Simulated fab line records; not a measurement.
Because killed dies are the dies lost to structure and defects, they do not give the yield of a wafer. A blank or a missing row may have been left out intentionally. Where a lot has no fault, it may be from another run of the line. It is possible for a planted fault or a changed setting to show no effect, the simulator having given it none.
What tool caused it? | flow sky130 | 24 lots, 72 wafers sampled, at 6 steps of a route of 708

== WHAT THE GAUGES READ, wafer by wafer ==
SKY_VT_ADJUST_HVTR_OVL_MEAS_08. Usual: for VT_ADJUST_HVTR_OVL the level is -1.2 nm and the standard deviation is 1.2.
lot  | measured     | on         | VT_ADJUST_HVTR_OVL (nm) | flag
L074 | day 9 12:48  | overlay-02 | -1.8 -2.0 -2.2          |
L075 | day 9 20:09  | overlay-01 | -2.0 0.5 -2.3           |
L076 | day 9 20:10  | overlay-02 | 0.1 -0.8 0.8            |
L077 | day 10 05:13 | overlay-01 | -1.5 -1.5 -2.3          |
L079 | day 11 11:28 | overlay-02 | -1.4 -1.9 -2.7          |
L080 | day 11 12:22 | overlay-01 | -1.1 -2.5 -2.5          |
L078 | day 11 13:01 | overlay-01 | -1.9 -1.4 -1.8          |
L081 | day 11 22:27 | overlay-02 | -1.0 0.4 -2.0           |
L082 | day 12 01:31 | overlay-01 | 1.7 0.3 1.4             |
L083 | day 12 04:45 | overlay-01 | 0.1 -2.5 -3.1           |
L084 | day 12 08:51 | overlay-02 | -1.8 -1.7 -3.2          |
L085 | day 12 20:25 | overlay-01 | -1.0 0.4 -1.2           |
L086 | day 13 06:34 | overlay-01 | -2.5 -1.3 -2.9          |
L087 | day 13 13:01 | overlay-02 | -1.8 -1.5 -0.2          |
L088 | day 13 16:22 | overlay-01 | -2.3 -2.0 -2.4          |
L089 | day 14 00:39 | overlay-01 | -0.6 -0.5 -1.7          |
L090 | day 14 07:51 | overlay-01 | -2.7 -1.8 -1.7          |
L091 | day 14 17:15 | overlay-02 | -0.1 -1.7 -0.8          |
L092 | day 15 00:16 | overlay-02 | -1.9 -1.2 -2.3          |
L093 | day 15 08:19 | overlay-01 | -2.6 -2.3 -1.3          |
L094 | day 15 14:45 | overlay-01 | -0.4 -1.4 -0.3          |
L095 | day 16 01:58 | overlay-01 | 0.1 0.3 -1.6            |
L096 | day 16 06:58 | overlay-02 | -0.4 -2.2 -1.6          |
L097 | day 16 14:25 | overlay-02 | 0.5 0.8 -0.7            |

SKY_CONTACT_CD_MEAS_14: the cd target is 170 nm. Usual: 170.4 nm for cd_nm, sd 1.6.
lot  | measured     | on        | cd_nm (nm)        | flag
L074 | day 31 13:04 | cd_sem-02 | 168.6 168.4 169.5 |
L075 | day 31 20:28 | cd_sem-02 | 169.8 171.6 170.8 |
L076 | day 31 20:57 | cd_sem-02 | 173.1 171.4 173.4 |
L077 | day 32 11:37 | cd_sem-01 | 171.2 172.2 171.4 |
L079 | day 34 01:00 | cd_sem-01 | 171.0 171.2 171.3 |
L080 | day 33 21:37 | cd_sem-02 | 172.5 173.3 172.9 |
L078 | day 34 01:40 | cd_sem-02 | 170.7 170.4 169.8 |
L081 | day 34 06:56 | cd_sem-02 | 171.9 171.7 172.1 |
L082 | day 34 13:30 | cd_sem-01 | 168.2 170.7 170.4 |
L083 | day 34 12:51 | cd_sem-02 | 170.2 168.7 171.1 |
L084 | day 34 16:48 | cd_sem-01 | 168.3 170.0 167.8 |
L085 | day 35 08:40 | cd_sem-01 | 171.2 170.6 170.7 |
L086 | day 35 15:28 | cd_sem-01 | 165.3 168.8 168.3 |
L087 | day 35 22:37 | cd_sem-01 | 170.0 169.5 169.5 |
L088 | day 36 02:32 | cd_sem-02 | 168.8 170.6 168.4 |
L089 | day 36 09:47 | cd_sem-01 | 169.7 171.7 170.9 |
L090 | day 36 17:11 | cd_sem-02 | 170.3 171.9 172.0 |
L091 | day 37 01:07 | cd_sem-01 | 170.1 169.1 169.5 |
L092 | day 37 10:52 | cd_sem-01 | 169.9 169.1 169.5 |
L093 | day 38 00:42 | cd_sem-02 | 171.4 170.1 171.2 |
L094 | day 38 00:20 | cd_sem-02 | 170.0 170.1 169.1 |
L095 | day 38 19:20 | cd_sem-01 | 168.6 169.1 170.0 |
L096 | day 38 20:30 | cd_sem-01 | 166.4 169.4 167.2 |
L097 | day 38 20:53 | cd_sem-02 | 174.3 173.2 173.8 |

SKY_VIA1_THK_MEAS_23: measures by xrf. Usual: for VIA1_W_THK the level is 271 nm and the standard deviation is 3.7.
lot  | measured     | on            | VIA1_W_THK (nm) | flag
L074 | day 33 22:38 | film_metro-04 | 269 269 268     |
L075 | day 34 06:42 | film_metro-04 | 276 270 274     |
L076 | day 34 07:03 | film_metro-03 | 268 272 272     |
L077 | day 34 21:06 | film_metro-04 | 274 266 273     |
L079 | day 36 10:02 | film_metro-03 | 276 274 283     |
L080 | day 36 06:10 | film_metro-01 | 269 268 267     |
L078 | day 36 11:33 | film_metro-01 | 269 269 266     |
L081 | day 36 16:30 | film_metro-01 | 268 267 267     |
L082 | day 36 23:03 | film_metro-03 | 268 277 273     |
L083 | day 36 22:43 | film_metro-04 | 266 270 265     |
L084 | day 37 02:26 | film_metro-03 | 278 275 280     |
L085 | day 37 16:37 | film_metro-03 | 274 272 273     |
L086 | day 38 00:05 | film_metro-03 | 273 274 272     |
L087 | day 38 06:37 | film_metro-04 | 270 272 267     |
L088 | day 38 09:44 | film_metro-04 | 265 270 268     |
L089 | day 38 17:46 | film_metro-04 | 266 267 275     |
L090 | day 39 00:51 | film_metro-01 | 276 272 271     |
L091 | day 39 07:30 | film_metro-01 | 269 273 272     |
L092 | day 39 16:51 | film_metro-04 | 268 269 277     |
L093 | day 40 06:55 | film_metro-01 | 267 273 264     |
L094 | day 40 05:58 | film_metro-03 | 274 269 277     |
L095 | day 40 23:58 | film_metro-01 | 269 271 273     |
L096 | day 41 01:37 | film_metro-03 | 277 271 274     |
L097 | day 41 01:52 | film_metro-01 | 263 277 272     |

SKY_CAP2M_THK_MEAS_01. Usual: for CAP2M_CVD_00_THK the level is 15.57 nm and the standard deviation is 0.25.
lot  | measured     | on            | CAP2M_CVD_00_THK (nm) | flag
L074 | day 39 14:16 | film_metro-01 | 15.36 15.29 15.68     |
L075 | day 39 21:13 | film_metro-04 | 15.47 15.71 15.68     |
L076 | day 40 00:26 | film_metro-02 | 15.56 15.83 15.86     |
L077 | day 40 13:26 | film_metro-04 | 15.45 15.84 15.60     |
L079 | day 41 21:57 | film_metro-04 | 15.08 15.67 15.57     |
L080 | day 41 17:49 | film_metro-02 | 15.45 15.72 15.56     |
L078 | day 41 23:18 | film_metro-02 | 15.67 15.65 16.02     |
L081 | day 42 04:20 | film_metro-02 | 15.07 14.98 15.20     |
L082 | day 42 10:51 | film_metro-01 | 15.71 15.36 15.63     |
L083 | day 42 07:53 | film_metro-01 | 15.34 15.82 15.64     |
L084 | day 42 11:51 | film_metro-01 | 15.76 15.20 15.67     |
L085 | day 43 01:08 | film_metro-04 | 15.45 15.55 15.90     |
L086 | day 43 07:43 | film_metro-04 | 14.73 15.15 15.42     |
L087 | day 43 14:30 | film_metro-04 | 15.25 15.61 15.56     |
L088 | day 43 15:38 | film_metro-04 | 15.50 15.29 15.16     |
L089 | day 44 00:15 | film_metro-04 | 15.05 15.11 15.60     |
L090 | day 44 06:20 | film_metro-04 | 15.52 15.54 15.82     |
L091 | day 44 12:52 | film_metro-01 | 15.84 15.43 15.72     |
L092 | day 44 19:25 | film_metro-02 | 16.11 15.72 15.90     |
L093 | day 45 08:49 | film_metro-04 | 15.68 15.58 15.82     |
L094 | day 45 08:10 | film_metro-01 | 15.44 15.57 15.88     |
L095 | day 45 23:49 | film_metro-04 | 15.58 15.82 16.00     |
L096 | day 46 01:11 | film_metro-02 | 15.67 15.92 15.70     |
L097 | day 46 01:55 | film_metro-02 | 15.81 15.98 15.93     |

SKY_PAD_OPEN_BOW_MEAS_13. Usual: for PAD_OPEN_BOW the level is 48 um and the standard deviation is 9.8.
lot  | measured     | on            | PAD_OPEN_BOW (um) | flag
L074 | day 45 14:22 | film_metro-04 | 56 65 50          |
L075 | day 45 19:29 | film_metro-04 | 47 38 54          |
L076 | day 46 00:06 | film_metro-02 | 42 42 40          |
L077 | day 46 11:09 | film_metro-02 | 48 40 32          |
L079 | day 47 14:52 | film_metro-01 | 49 38 42          |
L080 | day 47 10:55 | film_metro-04 | 40 43 54          |
L078 | day 47 14:58 | film_metro-04 | 29 20 28          |
L081 | day 47 19:33 | film_metro-04 | 36 36 48          |
L082 | day 48 01:49 | film_metro-01 | 71 57 53          |
L083 | day 47 22:47 | film_metro-04 | 38 35 40          |
L084 | day 48 03:21 | film_metro-04 | 45 45 44          |
L085 | day 48 14:17 | film_metro-01 | 44 50 55          |
L086 | day 48 19:20 | film_metro-02 | 57 47 45          |
L087 | day 49 01:02 | film_metro-04 | 61 54 53          |
L088 | day 49 02:56 | film_metro-01 | 41 40 38          |
L089 | day 49 08:19 | film_metro-01 | 51 48 56          |
L090 | day 49 12:31 | film_metro-04 | 66 60 63          |
L091 | day 49 18:09 | film_metro-04 | 46 53 50          |
L092 | day 49 22:30 | film_metro-02 | 44 40 55          |
L093 | day 50 09:35 | film_metro-02 | 44 51 42          |
L094 | day 50 07:40 | film_metro-01 | 50 42 56          |
L095 | day 50 19:07 | film_metro-01 | 49 50 56          |
L096 | day 50 19:58 | film_metro-04 | 63 48 62          |
L097 | day 50 22:58 | film_metro-02 | 50 61 52          |

== WHAT TOOL EACH LOT RAN ON (gives the tool, then ch and the chambers of the sampled wafers, and finally the start) ==
lot  | SKY_CAPM_STRIP_14
L074 | plasma_asher-01 ch 0,1, day 37 08:27
L075 | plasma_asher-01 ch 0,1, day 37 16:48
L076 | plasma_asher-02 ch 0,1, day 37 18:35
L077 | plasma_asher-01 ch 0,1, day 38 07:37
L079 | plasma_asher-03 ch 0,1, day 39 18:14
L080 | plasma_asher-02 ch 0,1, day 39 14:11
L078 | plasma_asher-02 ch 0,1, day 39 19:06
L081 | plasma_asher-02 ch 0,1, day 40 00:53
L082 | plasma_asher-01 ch 0,1, day 40 07:58
L083 | plasma_asher-02 ch 0,1, day 40 04:40
L084 | plasma_asher-01 ch 0,1, day 40 09:13
L085 | plasma_asher-03 ch 0,1, day 40 22:38
L086 | plasma_asher-01 ch 0,1, day 41 05:22
L087 | plasma_asher-02 ch 0, day 41 12:06
L088 | plasma_asher-03 ch 0,1, day 41 14:37
L089 | plasma_asher-03 ch 0,1, day 41 22:01
L090 | plasma_asher-02 ch 0,1, day 42 04:55
L091 | plasma_asher-03 ch 1, day 42 10:47
L092 | plasma_asher-02 ch 0,1, day 42 18:49
L093 | plasma_asher-03 ch 0,1, day 43 09:02
L094 | plasma_asher-03 ch 0,1, day 43 08:04
L095 | plasma_asher-01 ch 0,1, day 44 01:00
L096 | plasma_asher-03 ch 0,1, day 44 02:04
L097 | plasma_asher-03 ch 0,1, day 44 03:14
- SKY_CAPM_STRIP_14: strips in O2/N2.

== AS READ BY THE TOOLS THEMSELVES (means over the sampled wafers that have a number; for cases with no such wafer, the mark the record gives instead) ==
SKY_CAPM_STRIP_14. Usual: drypump_motor_current_A 5.8 A, standard deviation 0.47; oes_product_au 0.711 a.u., standard deviation 0.0045; strip_time_to_endpoint_s 12.68 s, standard deviation 0.045.
lot  | tool            | drypump_motor_current_A (A) | oes_product_au (a.u.) | strip_time_to_endpoint_s (s) | flag
L074 | plasma_asher-01 | 6.3                         | 0.711                 | 12.71                        |
L075 | plasma_asher-01 | 6.3                         | 0.714                 | 12.64                        |
L076 | plasma_asher-02 | 5.2                         | 0.712                 | 12.68                        |
L077 | plasma_asher-01 | 6.3                         | 0.711                 | 12.79                        |
L079 | plasma_asher-03 | 5.9                         | 0.708                 | 12.71                        |
L080 | plasma_asher-02 | 5.1                         | 0.708                 | 12.74                        |
L078 | plasma_asher-02 | 5.4                         | 0.714                 | 12.72                        |
L081 | plasma_asher-02 | 5.4                         | 0.712                 | 12.68                        |
L082 | plasma_asher-01 | 6.3                         | 0.710                 | 12.67                        |
L083 | plasma_asher-02 | 5.2                         | 0.714                 | 12.62                        |
L084 | plasma_asher-01 | 6.3                         | 0.714                 | 12.65                        |
L085 | plasma_asher-03 | 5.9                         | 0.712                 | 12.63                        |
L086 | plasma_asher-01 | 6.2                         | 0.707                 | 12.73                        |
L087 | plasma_asher-02 | 4.9                         | 0.715                 | 12.66                        |
L088 | plasma_asher-03 | 5.9                         | 0.707                 | 12.70                        |
L089 | plasma_asher-03 | 5.9                         | 0.705                 | 12.72                        |
L090 | plasma_asher-02 | 5.1                         | 0.710                 | 12.68                        |
L091 | plasma_asher-03 | 5.7                         | 0.706                 | 12.66                        |
L092 | plasma_asher-02 | 5.4                         | 0.710                 | 12.62                        |
L093 | plasma_asher-03 | 5.9                         | 0.713                 | 12.68                        |
L094 | plasma_asher-03 | 5.8                         | 0.707                 | 12.68                        |
L095 | plasma_asher-01 | 6.2                         | 0.710                 | 12.63                        |
L096 | plasma_asher-03 | 5.8                         | 0.711                 | 12.74                        |
L097 | plasma_asher-03 | 5.8                         | 0.710                 | 12.70                        |

== THE ANSWER, worked out from the rows above alone ==
Rule: a lot is off if the mean of its wafers that have a number lies more than 3 standard deviations from the usual mean. Also off: a lot with no number at a reading for which 4 or more lots have one. The other lots that the step has rows for count as sound. After the gauges, taken in route order, come the tools' own readings; for these a lot's mean is taken, as printed above. At the first step where some lot is off, the reading lying furthest off is the one used; lots without a number count as furthest.
No lot is off on any of the readings shown, so nothing can be concluded from this.

== WHAT WAS PUT IN BY THE SIMULATOR ==
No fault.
